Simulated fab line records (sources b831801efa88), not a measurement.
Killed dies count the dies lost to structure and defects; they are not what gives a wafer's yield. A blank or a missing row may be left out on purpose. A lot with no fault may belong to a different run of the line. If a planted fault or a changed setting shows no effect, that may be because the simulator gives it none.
Comparing a struck lot with a sound one :: flow sky130 :: 35 steps out of a route of 708
Sound: these wafers, L983.1, L983.4, L983.6. Struck: wafers L998.1, L998.3, L998.6. Last of all comes the cause.
Each step with rows lists, per side, the tool, then ch with its chambers, then its first start. Under that, the readings that differ: sound wafers :: struck wafers :: difference of the means :: sigmas: that difference in standard deviations of wafers without a fault.
alike: same words and numbers on both sides, and readings whose means sit less than 2 such deviations apart. not compared: any withheld reading, any reading some wafer has no value for, any bound like >300 that may hide the same value, and any number with overlapping values for which the record gives no deviation.
Wherever a step has rows on one side only, a row that says differs or no value, or a row with sigmas, the two part there. Numbers that don't overlap but have no deviation are shown without sigmas and don't part them. Lack of a reading on every wafer of one side parts them only where that side has two or more wafers.

first, 10 steps without rows for these wafers: SKY_VIA2_DEHYDRATE_04 (time 60 s); SKY_VIA2_HMDS_05 (prime time 60 s); SKY_VIA2_COAT_06 (resist thk 60 nm); SKY_VIA2_COAT_07 (resist thk 450 nm); SKY_VIA2_SOFTBAKE_08 (time 91.75 s); SKY_VIA2_EXPOSE_09 (exposes mask VIM2, target cd 200 nm); SKY_VIA2_PEB_10; SKY_VIA2_DEVELOP_11 (develop time 60 s); SKY_VIA2_ETCH_14 (etches BARC in N2/H2, stops on SiO2, time 45.9 s, target depth 60 nm); SKY_VIA2_ETCH_15 (etches SiO2 in C4F8/O2/Ar, stops on TiN, target depth 546 nm, time 84 s).
SKY_VIA2_STRIP_16: strips in O2/N2.
  sound on plasma asher-01 ch 0, day 36 00:29; struck on plasma asher-02 ch 0,1, day 41 22:55
  alike: drypump motor current A, oes product au, strip time to endpoint s
  not compared: rf hours counter h
then, 23 steps without rows for these wafers: SKY_VIA2_STRIP_17 (strips in post etch residue remover, time 1200 s); SKY_VIA2_CLEAN_18 (cleans in IPA, time 180 s); SKY_VIA2_CLEAN_19 (cleans in O3/DIW); SKY_VIA2_SPUTTER_20 (material TiN, target thk 20 nm, time 80 s); SKY_VIA2_CVD_21 (deposits W, target thk 420 nm, time 126.4 s); SKY_VIA2_CMP_24 (polishes, stops on SiO2, t overpolish 20 s, target thk 0 nm); SKY_METAL3_SPUTTER_00 (material Ti, target thk 15 nm, time 10 s); SKY_METAL3_SPUTTER_01 (material TiN, target thk 20 nm, time 16.7 s); SKY_METAL3_SPUTTER_02 (material AlCu, target thk 735 nm, time 39.1 s); SKY_METAL3_SPUTTER_03 (material Ti, target thk 5 nm, time 3.3 s); SKY_METAL3_SPUTTER_04 (material TiN, target thk 70 nm, time 58.3 s); SKY_CAPM_CVD_00 (deposits SiO2, target thk 15.5 nm); SKY_CAPM_SPUTTER_02 (material TiN, target thk 200 nm, time 166.7 s); SKY_CAPM_DEHYDRATE_05 (time 60 s); SKY_CAPM_HMDS_06 (prime time 60 s); SKY_CAPM_COAT_07 (resist thk 1140 nm); SKY_CAPM_SOFTBAKE_08 (time 60 s); SKY_CAPM_EXPOSE_09 (exposes mask CAPM, target cd 1000 nm); SKY_CAPM_PEB_10; SKY_CAPM_DEVELOP_11 (develop time 58.01 s); SKY_CAPM_METAL_ETCH_13 (etches TiN in Cl2/BCl3, stops on SiO2, target depth 220 nm, time 62.9 s); SKY_CAPM_STRIP_14 (strips in O2/N2); SKY_CAPM_STRIP_15 (strips in post etch residue remover, time 1200 s).
-- the record jumps here: 8 days lie between the struck wafers' starts before and after (it left off in module CAPM and takes up again in module PAD_OPEN, whose first step shown is number 708 of the route) --
SKY_PAD_OPEN_PROBE_99:
  the record has rows for the struck wafers here (prober-01, day 50 06:04) and none for the sound ones

## WHERE THEY PART
SKY_PAD_OPEN_PROBE_99 only, going by this record.

WHY: what the simulator had put in
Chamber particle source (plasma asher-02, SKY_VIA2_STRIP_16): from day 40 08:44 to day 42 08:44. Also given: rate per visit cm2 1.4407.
